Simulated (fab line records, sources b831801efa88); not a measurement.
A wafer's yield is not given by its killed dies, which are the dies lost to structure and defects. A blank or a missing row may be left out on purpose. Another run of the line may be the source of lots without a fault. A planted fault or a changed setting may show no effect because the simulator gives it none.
Chamber matching :: flow sky130 :: SKY_LI_CONTACT_ETCH_15 on rieDiel-01: 4 sister chambers
The step etches PSG in C4F8/O2/Ar, stops on Si, target depth 600 nm. 4 wafers are shown with their chamber, then 7 later ones without.

## WAFERS PAIRED WITH THEIR CHAMBERS
wafer: L745.4
chamber: 2
rfFwdPowerW (W): 1491

wafer: L745.6
chamber: 1
rfFwdPowerW (W): 1484

wafer: L757.3
chamber: 0
rfFwdPowerW (W): 1499

wafer: L757.4
chamber: 3
rfFwdPowerW (W): 1492

## WAFERS WHOSE CHAMBER IS MISSING
wafer: L757.6
rfFwdPowerW (W): 1489

wafer: L758.1
rfFwdPowerW (W): 1491

wafer: L758.3
rfFwdPowerW (W): 1493

wafer: L758.6
rfFwdPowerW (W): 1494

wafer: L756.2
rfFwdPowerW (W): 1493

wafer: L756.5
rfFwdPowerW (W): 1488

wafer: L756.6
rfFwdPowerW (W): 1495

## CHAMBER TAKEN BY EACH
wafer: L757.6
from the rows above: can't be placed: 2 or 3 or 1
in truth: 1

wafer: L758.1
from the rows above: can't be placed: 2 or 3
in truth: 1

wafer: L758.3
from the rows above: can't be placed: 3 or 2
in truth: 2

wafer: L758.6
from the rows above: can't be placed: 3 or 2 or 0
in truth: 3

wafer: L756.2
from the rows above: can't be placed: 3 or 2
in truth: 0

wafer: L756.5
from the rows above: can't be placed: 2 or 1 or 3
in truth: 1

wafer: L756.6
from the rows above: can't be placed: 3 or 0 or 2
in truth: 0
Correctly placed: 0 of 7. Can't be placed from these rows: 7 (the true chamber is among the candidates in 5). 0 placed wrongly.
How it was worked out, from the rows above alone: a wafer's distance from a chamber is the root of the sum, over the readings, of the square of ((its reading less the chamber's mean) divided by the reading's scatter). The wafer belongs to the nearest chamber; if the next one is less than 2 further off, it can't be placed. Each chamber's mean is taken over the wafers shown for it. The scatter (one wafer shown for each chamber): square how far every hidden wafer sits from the nearest shown wafer, average those squares and take the square root.
